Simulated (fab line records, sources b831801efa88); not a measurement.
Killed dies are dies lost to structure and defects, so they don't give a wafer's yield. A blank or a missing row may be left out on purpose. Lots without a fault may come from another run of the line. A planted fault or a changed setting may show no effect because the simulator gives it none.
Chamber matching | flow sfq_line | SFQ_TRILAYER_I2_CMP_CMP_064 on cmp-02: 4 sister chambers
The step polishes SiO2. 8 wafers are shown with their chamber, then 10 later ones without.

WAFERS WITH THEIR CHAMBER
wafer  | chamber | motor_current_A (A) | time_to_endpoint_s (s)
L625.1 | 1       | 9.6                 | 200
L628.1 | 0       | 10.1                | 206
L635.1 | 0       | 10.3                | 223
L635.3 | 3       | 10.5                | 201
L640.5 | 3       | 10.4                | 209
L640.6 | 2       | 10.0                | 208
L641.1 | 2       | 9.9                 | 196
L641.2 | 1       | 9.7                 | 189

WAFERS WITHOUT THEIR CHAMBER
wafer  | motor_current_A (A) | time_to_endpoint_s (s)
L641.5 | 9.8                 | 197
L643.1 | 10.7                | 191
L643.2 | 11.2                | 200
L643.6 | 9.5                 | 202
L645.3 | 9.8                 | 209
L645.5 | 10.0                | 207
L645.6 | 10.8                | 212
L646.2 | 10.5                | 217
L646.1 | 11.6                | 222
L646.6 | 10.6                | 226

WHICH CHAMBER EACH WENT THROUGH
wafer  | from the rows above     | in truth
L641.5 | can't be placed: 1 or 2 | 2
L643.1 | 3                       | 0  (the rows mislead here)
L643.2 | 3                       | 3
L643.6 | 1                       | 1
L645.3 | can't be placed: 2 or 1 | 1
L645.5 | can't be placed: 2 or 0 | 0
L645.6 | 3                       | 3
L646.2 | can't be placed: 3 or 0 | 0
L646.1 | 3                       | 3
L646.6 | can't be placed: 3 or 0 | 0
Placed correctly: 4 of 10. Can't be placed from these rows: 5 (the true chamber is among the candidates in 5). Placed wrongly: 1.
How it was worked out, from the rows above alone: a wafer's distance from a chamber is the root of the sum, over the readings, of the square of ((its reading less the chamber's mean) divided by the reading's scatter). The wafer belongs to the nearest chamber; if the next one is less than 2 further off, it can't be placed. A chamber's mean is the mean of its shown wafers. The scatter: the root of (the sum of the squares of (reading less its chamber's mean) over the shown wafers, divided by (wafers less chambers)).
